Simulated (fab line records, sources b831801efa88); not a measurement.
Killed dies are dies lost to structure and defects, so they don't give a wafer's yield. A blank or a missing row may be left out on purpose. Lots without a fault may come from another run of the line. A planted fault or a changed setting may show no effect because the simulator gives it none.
fab line records | flow gf180mcu
record lots=12 wafers=36 last_day=34
route steps=602 shown CONTACT@288 M1@321
lots that met no fault: from a run of the same line without faults
start_h: hours from the record's first day to the start of the lot's first wafer shown | wait_h: hours since the lot's step before | " the same as in the row above | L1.1+2: a row that stands for several wafers | - no value, or no start given | * or withheld: withheld | < > ~ a bound
route shown NAME@n: a module of which the file shows steps, and the number in the route of the first | usual: mean/standard deviation of fault-free wafers | same: alike in all rows | chamber/n: place in a boat | sites: the reading at each site | _std_site: their standard deviation | _edge_site: outer sites' mean less inner sites' | radius_mm: how far each site lies from the wafer's centre | mask NAME#n: copy n | behind: the tool/chamber that last shaped the wafer | hold: why the lot was held/for how many hours/how that ended | device: the transistor (n, p or np) that didn't switch | end of line: the same wafers' tests at the end of the route | a step without rows: its recipe alone | killed: dies lost to structure and defects at the first sort, not the wafer's yield | map: a wafer's dies, x killed, . not, _ none there
set.NAME: the setting as run; set.NAME@STEP: as run at that earlier step | model.NAME: the simulator's own value behind a step, which no gauge read
steps of the route over a sample of lots; a table a step, a row a wafer
services: from which hour (start_h, from the record's first day; less than 0 if before it) a tool's chamber was out of use, for how many hours, and why
## steps
# step GF_CONTACT_THK_MEAS_01
# recipe reads=SiO2_of_CONTACT_CVD_00
# usual CONTACT_CVD_00_THK=299.6/2.9
# columns lot.wafer tool chamber start_h wait_h CONTACT_CVD_00_THK[nm]
L225.2 film_metro-03 - 348.96 0.0 302.9
L225.4 " - " " 303.1
L225.5 " - " " 299.6
L226.1 film_metro-03 - 356.64 0.0 302.7
L226.4 " - " " 298.7
L226.5 " - " " 299.9
L227.1 film_metro-01 - 366.83 0.0 297.2
L227.3 " - " " 299.5
L227.4 " - " " 299.9
L228.3 film_metro-04 - 377.04 0.0 299.7
L228.4 " - " " 297.7
L228.5 " - " " 302.7
L230.1 film_metro-01 - 389.24 0.0 298.3
L230.4 " - " " 301.8
L230.5 " - " " 300.6
L237.1 film_metro-01 - 453.35 0.0 297.8
L237.2 " - " " 303.7
L237.6 " - " " 303.8
L238.1 film_metro-01 - 462.38 0.0 300.4
L238.2 " - " " 298.0
L238.4 " - " " 299.3
L241.2 film_metro-01 - 492.93 0.0 294.0
L241.3 " - " " 298.9
L241.5 " - " " 300.8
L242.2 film_metro-04 - 494.93 0.0 299.8
L242.3 " - " " 301.9
L242.4 " - " " 302.4
L245.1 film_metro-04 - 520.11 0.0 301.7
L245.2 " - " " 302.1
L245.3 " - " " 296.5
L246.2 film_metro-03 - 526.61 0.0 297.6
L246.3 " - " " 294.0
L246.6 " - " " 300.3
L247.3 film_metro-01 - 533.29 0.0 301.1
L247.4 " - " " 297.9
L247.5 " - " " 302.9
# step GF_CONTACT_CVD_02
# recipe material=SiO2 target_thk_nm=860 precursor=TEOS temp_c=400 time_s=95.992 rf_w=600
# usual heater_power_w=677/110 susceptor_temp_C=399.99/0.22
# same time_s=95.992
# columns lot.wafer tool chamber start_h wait_h heater_power_w susceptor_temp_C
L225.2 pecvd-01 1 349.01 0.0 792 400.09
L225.4 " 2 " " 697 399.75
L225.5 " 1 " " 819 399.71
L226.1 pecvd-02 0 356.70 0.1 623 400.24
L226.4 " 0 " " 526 400.50
L226.5 " 2 " " 701 399.72
L227.1 pecvd-02 0 366.89 0.1 634 399.78
L227.3 " 1 " " 693 399.77
L227.4 " 2 " " 675 400.13
L228.3 pecvd-04 1 377.08 0.0 791 400.06
L228.4 " 0 " " 591 399.65
L228.5 " 2 " " 860 399.82
L230.1 pecvd-02 0 389.30 0.1 666 399.99
L230.4 " 2 " " 733 400.20
L230.5 " 0 " " 549 400.14
L237.1 pecvd-02 2 453.41 0.1 687 400.18
L237.2 " 0 " " 651 400.11
L237.6 " 1 " " 729 400.19
L238.1 pecvd-02 2 462.44 0.1 734 399.93
L238.2 " 1 " " 678 399.84
L238.4 " 2 " " 590 400.35
L241.2 pecvd-02 0 492.98 0.0 597 400.07
L241.3 " 2 " " 651 399.51
L241.5 " 0 " " 626 400.02
L242.2 pecvd-01 1 494.98 0.0 831 399.68
L242.3 " 0 " " 451 399.91
L242.4 " 2 " " 718 400.36
L245.1 pecvd-04 0 520.17 0.1 619 399.94
L245.2 " 1 " " 823 400.13
L245.3 " 2 " " 858 399.97
L246.2 pecvd-04 0 526.66 0.0 562 400.21
L246.3 " 2 " " 847 399.93
L246.6 " 1 " " 706 399.70
L247.3 pecvd-02 2 533.33 0.0 752 399.88
L247.4 " 1 " " 722 399.91
L247.5 " 2 " " 592 399.87
# step GF_CONTACT_CVD_24
# recipe material=W target_thk_nm=300 time_s=90.339 temp_c=400 pressure_torr=40
# usual heater_power_w=927/100 susceptor_temp_C=399.99/0.22
# same time_s=90.339
# columns lot.wafer tool chamber start_h wait_h heater_power_w susceptor_temp_C
L225.2 cvd_w-02 0 372.56 0.0 827 399.61
L225.4 " 0 " " 848 399.50
L225.5 " 1 " " 972 399.66
L226.1 cvd_w-02 0 380.76 0.0 799 399.82
L226.4 " 0 " " 829 400.37
L226.5 " 0 " " 838 400.07
L227.1 cvd_w-02 1 390.38 0.0 1010 400.08
L227.3 " 1 " " 975 400.23
L227.4 " 0 " " 828 400.23
L228.3 cvd_w-02 0 401.25 0.1 838 400.01
L228.4 " 1 " " 865 378.11
L228.5 " 0 " " 807 399.93
L230.1 cvd_w-02 1 414.03 0.0 858 378.13
L230.4 " 0 " " 832 399.67
L230.5 " 1 " " 862 377.99
L237.1 cvd_w-02 0 479.43 0.0 841 399.92
L237.2 " 1 " " 1006 399.84
L237.6 " 0 " " 839 399.77
L238.1 cvd_w-02 1 487.40 0.0 1043 399.57
L238.2 " 0 " " 827 399.86
L238.4 " 0 " " 848 400.34
L241.2 cvd_w-02 0 517.18 0.0 844 400.17
L241.3 " 0 " " 840 399.99
L241.5 " 1 " " 1007 399.91
L242.2 cvd_w-02 0 519.66 0.0 844 400.03
L242.3 " 1 " " 998 400.45
L242.4 " 0 " " 852 399.96
L245.1 cvd_w-02 0 544.06 0.0 843 399.48
L245.2 " 1 " " 1022 399.85
L245.3 " 0 " " 834 399.82
L246.2 cvd_w-02 1 550.72 0.0 1010 400.40
L246.3 " 1 " " 988 400.20
L246.6 " 1 " " 1037 400.16
L247.3 cvd_w-02 0 557.30 0.1 839 400.06
L247.4 " 1 " " 1015 400.03
L247.5 " 0 " " 845 400.13
# step GF_CONTACT_RS_MEAS_25
# recipe thk_meas_gauge=four-point-probe reads=W_of_CONTACT_CVD_24+TiN_of_CONTACT_SPUTTER_23+Ti_of_CONTACT_SPUTTER_22
# usual CONTACT_W_RS=0.385/0.0054
# columns lot.wafer tool chamber start_h wait_h CONTACT_W_RS[ohm/sq]
L225.2 film_metro-04 - 372.68 0.1 0.380
L225.4 " - " " 0.380
L225.5 " - " " 0.390
L226.1 film_metro-04 - 380.87 0.1 0.377
L226.4 " - " " 0.379
L226.5 " - " " 0.384
L227.1 film_metro-04 - 390.48 0.1 0.392
L227.3 " - " " 0.394
L227.4 " - " " 0.384
L228.3 film_metro-01 - 401.36 0.1 0.384
L228.4 " - " " 0.589
L228.5 " - " " 0.380
L230.1 film_metro-03 - 414.13 0.1 0.589
L230.4 " - " " 0.381
L230.5 " - " " 0.585
L237.1 film_metro-03 - 479.53 0.1 0.377
L237.2 " - " " 0.388
L237.6 " - " " 0.374
L238.1 film_metro-01 - 487.50 0.1 0.387
L238.2 " - " " 0.383
L238.4 " - " " 0.375
L241.2 film_metro-04 - 517.30 0.1 0.375
L241.3 " - " " 0.372
L241.5 " - " " 0.385
L242.2 film_metro-04 - 519.78 0.1 0.376
L242.3 " - " " 0.382
L242.4 " - " " 0.374
L245.1 film_metro-03 - 544.16 0.1 0.383
L245.2 " - " " 0.392
L245.3 " - " " 0.381
L246.2 film_metro-04 - 550.84 0.1 0.389
L246.3 " - " " 0.392
L246.6 " - " " 0.392
L247.3 film_metro-03 - 557.41 0.1 0.376
L247.4 " - " " 0.387
L247.5 " - " " 0.380
# step GF_CONTACT_THK_MEAS_26
# recipe thk_meas_gauge=xrf reads=W_of_CONTACT_CVD_24
# usual CONTACT_W_THK=304/4.6
# columns lot.wafer tool chamber start_h wait_h CONTACT_W_THK[nm]
L225.2 film_metro-04 - 372.79 0.1 310
L225.4 " - " " 309
L225.5 " - " " 302
L226.1 film_metro-04 - 380.99 0.1 312
L226.4 " - " " 311
L226.5 " - " " 307
L227.1 film_metro-04 - 390.60 0.1 298
L227.3 " - " " 300
L227.4 " - " " 305
L228.3 film_metro-01 - 401.46 0.1 301
L228.4 " - " " 196
L228.5 " - " " 305
L230.1 film_metro-03 - 414.25 0.1 198
L230.4 " - " " 306
L230.5 " - " " 199
L237.1 film_metro-03 - 479.65 0.1 307
L237.2 " - " " 302
L237.6 " - " " 310
L238.1 film_metro-01 - 487.62 0.1 299
L238.2 " - " " 304
L238.4 " - " " 311
L241.2 film_metro-04 - 517.41 0.1 312
L241.3 " - " " 315
L241.5 " - " " 306
L242.2 film_metro-04 - 519.89 0.1 310
L242.3 " - " " 305
L242.4 " - " " 314
L245.1 film_metro-03 - 544.28 0.1 303
L245.2 " - " " 295
L245.3 " - " " 304
L246.2 film_metro-04 - 553.88 3.0 303
L246.3 " - " " 301
L246.6 " - " " 300
L247.3 film_metro-03 - 557.51 0.1 315
L247.4 " - " " 305
L247.5 " - " " 309
# step GF_CONTACT_CMP_27
# recipe stop_on=SiO2 down_force_psi=3.5 platen_rpm=60 t_overpolish_s=15 target_thk_nm=0 pad_velocity_m_s=0.94248
# usual edge_zone_pressure_frac=1.000/0.0048 motor_current_A=11.7/1.3 slurry_flow_ml_min=150.0/0.5 time_to_endpoint_s=71/4.3
# columns lot.wafer tool chamber start_h wait_h edge_zone_pressure_frac motor_current_A slurry_flow_ml_min time_to_endpoint_s
L225.2 cmp-01 2 372.89 0.1 0.999 11.4 150.4 69
L225.4 " 3 " " 1.003 13.6 150.0 67
L225.5 " 2 " " 1.000 11.8 150.5 65
L226.4 cmp-02 1 381.10 0.1 1.005 10.8 150.8 82
L226.1 " 3 " " 0.998 12.4 150.4 75
L226.5 " 0 " " 1.000 11.4 149.4 69
L227.1 cmp-01 2 390.71 0.1 1.007 11.5 150.0 71
L227.3 " 3 " " 0.997 14.0 150.4 70
L227.4 " 0 " " 0.997 9.6 149.3 70
L228.4 cmp-01 1 401.50 0.0 1.000 11.9 150.3 46
L228.3 " 2 " " 1.005 11.7 150.7 73
L228.5 " 1 " " 1.000 11.9 150.6 70
L230.1 cmp-01 3 414.31 0.1 1.005 13.4 150.7 45
L230.4 " 1 " " 1.002 11.2 149.5 66
L230.5 " 3 " " 1.001 14.4 151.1 43
L237.1 cmp-01 2 479.76 0.1 1.006 11.4 150.7 75
L237.2 " 0 " " 1.004 9.7 150.7 75
L237.6 " 2 " " 0.999 11.9 150.1 75
L238.2 cmp-01 0 487.73 0.1 1.001 9.5 150.9 70
L238.1 " 1 " " 1.003 11.2 149.8 69
L238.4 " 2 " " 1.002 11.5 149.8 70
L241.3 cmp-01 2 517.46 0.0 1.006 11.6 150.1 74
L241.2 " 0 " " 1.002 9.6 150.2 74
L241.5 " 3 " " 1.015 13.2 150.4 71
L242.4 cmp-01 3 520.22 0.3 1.001 13.3 150.2 69
L242.3 " 0 " " 1.000 9.5 149.2 72
L242.2 " 1 " " 0.995 11.9 149.9 70
L245.3 cmp-01 2 544.39 0.1 0.997 11.5 150.7 70
L245.2 " 3 " " 0.997 13.5 150.1 66
L245.1 " 0 " " 0.999 10.2 150.1 74
L246.3 cmp-02 2 553.93 0.0 0.998 11.5 149.5 74
L246.2 " 0 " " 1.004 11.4 150.4 69
L246.6 " 3 " " 0.999 11.6 150.0 74
L247.4 cmp-02 2 557.60 0.1 0.998 11.1 149.6 72
L247.3 " 3 " " 1.003 12.0 150.3 75
L247.5 " 2 " " 0.998 11.3 149.8 74
# step GF_M1_THK_MEAS_06
# recipe thk_meas_gauge=xrf reads=AlCu_of_M1_SPUTTER_02
# usual M1_ALCU_THK=459/8.7
# columns lot.wafer tool chamber start_h wait_h M1_ALCU_THK[nm]
L225.2 film_metro-04 - 373.49 0.1 457
L225.4 " - " " 457
L225.5 " - " " 464
L226.1 film_metro-01 - 381.69 0.1 440
L226.4 " - " " 453
L226.5 " - " " 448
L227.1 film_metro-02 - 391.31 0.1 461
L227.3 " - " " 465
L227.4 " - " " 470
L228.3 film_metro-04 - 402.16 0.1 445
L228.4 " - " " 451
L228.5 " - " " 450
L230.1 film_metro-02 - 414.95 0.1 448
L230.4 " - " " 463
L230.5 " - " " 450
L237.1 film_metro-04 - 480.35 0.1 471
L237.2 " - " " 478
L237.6 " - " " 476
L238.1 film_metro-02 - 488.35 0.1 459
L238.2 " - " " 450
L238.4 " - " " 453
L241.2 film_metro-02 - 518.11 0.1 461
L241.3 " - " " 458
L241.5 " - " " 455
L242.2 film_metro-02 - 520.85 0.1 458
L242.3 " - " " 453
L242.4 " - " " 464
L245.1 film_metro-04 - 544.98 0.1 472
L245.2 " - " " 465
L245.3 " - " " 461
L246.2 film_metro-04 - 554.58 0.1 469
L246.3 " - " " 460
L246.6 " - " " 458
L247.3 film_metro-01 - 558.21 0.1 470
L247.4 " - " " 460
L247.5 " - " " 469
## services
# columns tool chamber start_h hours kind
cvd_w-02 1 344.34 11.1 repair
pecvd-02 - 368.88 14.0 pm
pecvd-02 0 368.88 14.0 vent_cycle
pecvd-02 1 368.88 14.0 vent_cycle
pecvd-02 2 368.88 14.0 vent_cycle
pecvd-01 - 377.06 0.6 repair
pecvd-02 0 382.88 - clean
pecvd-02 1 382.88 - clean
pecvd-02 2 382.88 - clean
cmp-02 - 404.05 4.0 pm
cmp-02 - 408.05 - consumable_replace:conditioner
cmp-02 - 408.05 - consumable_replace:pad
pecvd-04 - 425.12 4.1 repair
cvd_w-02 0 427.13 6.8 repair
cvd_w-02 1 456.25 1.5 repair
pecvd-01 1 463.40 19.5 repair
cmp-01 - 503.18 7.0 pm
cmp-02 - 510.42 7.3 pm
cvd_w-02 1 530.47 13.1 repair
cmp-02 - 549.37 0.5 repair
pecvd-04 - 549.71 0.7 repair
## key
first_sign step=GF_CONTACT_CVD_24 reading=susceptor_temp_C direction=down sigmas=98 usual=* struck=*
effect step=GF_CONTACT_RS_MEAS_25 reading=CONTACT_W_RS direction=up sigmas=37 usual=0.385 struck=0.588
effect step=GF_CONTACT_THK_MEAS_26 reading=CONTACT_W_THK direction=down sigmas=23 usual=304 struck=198
effect step=GF_CONTACT_CMP_27 reading=time_to_endpoint_s direction=down sigmas=6.2 usual=* struck=*
met_at GF_CONTACT_CVD_24
struck_lots L228,L230
struck_wafers L228.4,L230.1,L230.5
tester_left_out L228,L230
not_acting_at GF_CONTACT_THK_MEAS_01,GF_CONTACT_CVD_02,GF_M1_THK_MEAS_06
onset_between 390.38 401.25
fault kind=process_parameter_drift tool=cvd_w-02 chamber=1 onset_h=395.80 steps=GF_CONTACT_CVD_24 channel=temp_c offset=* shape=step end_h=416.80 acts_in=* stated=*
# tester_left_out: of these lots the tester's yield and bins aren't shown, on N5 and GAA mostly nor the transistor test; their killed dies are dies lost to structure and defects alone, not to doping, threshold or leakage, so they don't give the yield
